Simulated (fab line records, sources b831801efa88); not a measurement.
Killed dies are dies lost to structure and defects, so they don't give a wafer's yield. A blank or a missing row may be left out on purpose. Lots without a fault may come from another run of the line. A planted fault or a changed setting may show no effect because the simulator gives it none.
Which tool did it? | flow sky130 | 7 lots, 21 wafers sampled, at 2 steps of a route of 708

WHAT THE GAUGES READ, wafer by wafer
SKY_CONTACT_CD_MEAS_14: target cd 170 nm.
lot  | measured     | on        | cd_nm (nm)
L528 | day 31 17:40 | cd_sem-02 | 168.7 169.7 169.4
L530 | day 32 04:48 | cd_sem-01 | 170.9 171.0 170.7
L532 | day 33 06:44 | cd_sem-01 | 169.2 170.1 171.3
L535 | day 34 04:13 | cd_sem-02 | 170.1 170.6 168.6
L537 | day 35 00:20 | cd_sem-01 | 167.7 166.0 166.9
L541 | day 36 10:10 | cd_sem-01 | 167.6 168.5 167.7
L550 | day 38 14:40 | cd_sem-01 | 169.9 169.5 169.2

WHICH TOOL RAN EACH LOT (tool, then ch and the chambers of the sampled wafers, then the start)
lot  | SKY_CONTACT_EXPOSE_11
L528 | krf_scanner-01 ch 0, day 31 03:54
L530 | krf_scanner-02 ch 0, day 31 15:41
L532 | krf_scanner-01 ch 0, day 32 17:54
L535 | krf_scanner-02 ch 0, day 33 14:52
L537 | krf_scanner-02 ch 0, day 34 10:49
L541 | krf_scanner-01 ch 0, day 35 21:02
L550 | krf_scanner-01 ch 0, day 38 02:02
- SKY_CONTACT_EXPOSE_11: exposes mask CTM1, target cd 170 nm.

THE ANSWER, worked out from the rows above alone
Rule: what is usual is taken from the lots themselves. Put in order of their means at a reading, lots are off if they are a third of the lots or fewer, leave a main group of 4 or more, and stand apart from it by a gap of 3 or more times the standard deviation of the main group's means; of several such gaps the widest counts. A main group whose means are all the same, to the digits that the tables above print for the reading, isn't used. A lot without any number at a reading at which 4 lots or more have one is off too. The other lots that the step has rows for count as sound.
No lot is off at any reading shown: from this, nothing can be told.

WHAT THE SIMULATOR HAD PUT IN
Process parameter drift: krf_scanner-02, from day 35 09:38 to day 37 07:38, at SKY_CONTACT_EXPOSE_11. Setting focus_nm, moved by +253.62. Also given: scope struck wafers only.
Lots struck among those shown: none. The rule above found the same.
